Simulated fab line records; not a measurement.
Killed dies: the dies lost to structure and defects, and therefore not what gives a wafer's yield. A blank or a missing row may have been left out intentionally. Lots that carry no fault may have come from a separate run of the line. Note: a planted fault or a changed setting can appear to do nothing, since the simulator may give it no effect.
Chamber matching	flow sfqLine	cmp-01 running SFQ_TRILAYER_I7_CMP_CMP_184: 4 sister chambers
The step polishes SiO2. 4 wafers are shown with their chamber, then 7 later ones without.

== EACH WAFER AND ITS CHAMBER ==
wafer	chamber	motorCurrentA (A)
L660.1	3	10.2
L664.3	0	8.1
L664.5	2	9.2
L664.6	1	9.1

== WAFERS WHOSE CHAMBER IS MISSING ==
wafer	motorCurrentA (A)
L665.3	9.4
L665.4	8.8
L667.1	9.9
L667.5	8.2
L668.1	10.4
L668.4	8.9
L668.5	10.3

== CHAMBER TAKEN BY EACH ==
wafer	from the rows above	in truth
L665.3	can't be placed: 2 or 1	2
L665.4	can't be placed: 1 or 2 or 0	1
L667.1	can't be placed: 3 or 2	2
L667.5	0	0
L668.1	3	3
L668.4	can't be placed: 1 or 2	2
L668.5	3	3
Correct placement for 3 of the 7. Unplaceable from these rows: 4, with the true chamber sitting among the candidates in 4. Number placed wrongly: 0.
How it was worked out, from the rows above alone: a wafer's distance from a chamber is the root of the sum, over the readings, of the square of ((its reading less the chamber's mean) divided by the reading's scatter). The wafer belongs to the nearest chamber; if the next one is less than 2 further off, it can't be placed. For every chamber, the mean is computed from those of its wafers that are shown. The scatter: root of mean squared gap, hidden wafer to nearest shown wafer, with one shown wafer a chamber.
